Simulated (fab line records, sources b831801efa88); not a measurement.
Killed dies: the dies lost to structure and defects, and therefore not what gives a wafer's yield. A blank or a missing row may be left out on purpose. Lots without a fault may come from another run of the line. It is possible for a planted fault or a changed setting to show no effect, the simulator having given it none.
Comparing a struck lot with a sound one    flow sky130    35 steps out of a route of 708
Sound: the wafers L287.1, L287.4, L287.5. Wafers L302.1, L302.2, L302.3 were the ones struck. The cause is named last.
Each step with rows lists, per side, the tool, then ch with its chambers, then its first start. Under that, the readings that differ: sound wafers    struck wafers    difference of the means    sigmas: that difference in standard deviations of wafers without a fault.
alike: readings whose means differ by less than 2 such deviations, and words and numbers that are the same on both sides. not compared: withheld readings, readings that some wafer has no value for, bounds like >300 that may hide the same value, and numbers for which the record gives no deviation and whose values overlap.
Wherever a step has rows on one side only, a row that says differs or no value, or a row with sigmas, the two part there. When numbers do not overlap yet have no deviation, they are printed without sigmas and do not part them. Lack of a reading on every wafer of one side parts them only where that side has two or more wafers.

first, 10 steps without rows for these wafers: SKY_VIA1_COAT_06 (resist thk 60 nm); SKY_VIA1_COAT_07 (resist thk 450 nm); SKY_VIA1_SOFTBAKE_08 (time 90 s); SKY_VIA1_EXPOSE_09 (exposes mask VIM, target cd 150 nm); SKY_VIA1_PEB_10; SKY_VIA1_DEVELOP_11 (develop time 60 s); SKY_VIA1_ETCH_14 (etches BARC in N2/H2, stops on SiO2, time 45.9 s, target depth 60 nm); SKY_VIA1_ETCH_15 (etches SiO2 in C4F8/O2/Ar, stops on TiN, target depth 351 nm, time 54 s); SKY_VIA1_STRIP_16 (strips in O2/N2); SKY_VIA1_STRIP_17 (strips in post etch residue remover, time 1200 s).
SKY_VIA1_CLEAN_18: cleans in IPA, time 180 s.
  sound on wet_bench-02 ch 0, day 34 13:10; struck on wet_bench-04 ch 3, day 39 12:41
then, 23 steps without rows for these wafers: SKY_VIA1_CLEAN_19 (cleans in O3/DIW); SKY_VIA1_SPUTTER_20 (material TiN, target thk 20 nm, time 80 s); SKY_VIA1_CVD_21 (deposits W, target thk 270 nm, time 80.902 s); SKY_VIA1_CMP_24 (polishes, stops on SiO2, t overpolish 15 s, target thk 0 nm); SKY_METAL2_SPUTTER_00 (material Ti, target thk 15 nm, time 10 s); SKY_METAL2_SPUTTER_01 (material TiN, target thk 20 nm, time 16.7 s); SKY_METAL2_SPUTTER_02 (material AlCu, target thk 250 nm, time 13.3 s); SKY_METAL2_SPUTTER_03 (material Ti, target thk 5 nm, time 3.3 s); SKY_METAL2_SPUTTER_04 (material TiN, target thk 70 nm, time 58.3 s); SKY_METAL2_DEHYDRATE_07 (time 60 s); SKY_METAL2_HMDS_08 (prime time 60 s); SKY_METAL2_COAT_09 (resist thk 60 nm); SKY_METAL2_COAT_10 (resist thk 450 nm); SKY_METAL2_SOFTBAKE_11 (time 90 s); SKY_METAL2_EXPOSE_12 (exposes mask MM2, target cd 140 nm); SKY_METAL2_PEB_13; SKY_METAL2_DEVELOP_14 (develop time 60 s); SKY_METAL2_DESCUM_17 (chemistry O2, time 8 s); SKY_METAL2_ETCH_18 (etches BARC in N2/H2, stops on SiO2, time 45.9 s, target depth 60 nm); SKY_METAL2_METAL_ETCH_19 (etches the open film in Cl2/BCl3, stops on SiO2, target depth 360 nm, time 78 s); SKY_METAL2_STRIP_20 (strips in O2/N2); SKY_METAL2_STRIP_21 (strips in post etch residue remover, time 1200 s); SKY_METAL2_CLEAN_22 (cleans in IPA, time 180 s).
-- the record jumps here: 10 days lie between the struck wafers' starts before and after (it left off in module METAL2 and takes up again in module PAD_OPEN, whose first step shown is number 708 of the route) --
SKY_PAD_OPEN_PROBE_99:
  sound on prober-02, day 46 03:20; struck on prober-01, day 49 22:26
reading                                sound              struck             difference  sigmas
defect_limited_yield (%)               81.7 81.5 80.1     77.2 73.2 75.8     -5.7        -3
killed_at_M0_to_M3                     39 48 45           76 83 74           +34         +5
killed_dies                            90 91 98           112 132 119        +28         +3
killed_on_rim                          16 13 20           28 27 29           +12         +3
sort_bin_3_pad_short (%)               0.8 0.6 1.2        3.0 3.9 3.5        +2.6        +7
sort_n_pass                            402 401 394        380 360 373        -28         -3
sort_yield_pct (%)                     81.7 81.5 80.1     77.2 73.2 75.8     -5.7        -3
model.etest.tester.sort_n_pass         402 401 394        380 360 373        -28         
model.etest.tester.sort_yield_pct (%)  81.71 81.5 80.08   77.24 73.17 75.81  -5.69       
model.etest.tester.sort_bin_3_pct (%)  0.813 0.6098 1.22  3.049 3.862 3.455  +2.574      
  alike: killed_at_M4_up, killed_at_contacts, killed_at_front_end, killed_at_other, killed_open, killed_short, sort_bin_5_function, sort_bin_6_memory
  not compared: model.etest.tester.sort_bin_5_pct

WHERE THEY PART
SKY_PAD_OPEN_PROBE_99 only, going by this record.

WHY: whatever the simulator had introduced
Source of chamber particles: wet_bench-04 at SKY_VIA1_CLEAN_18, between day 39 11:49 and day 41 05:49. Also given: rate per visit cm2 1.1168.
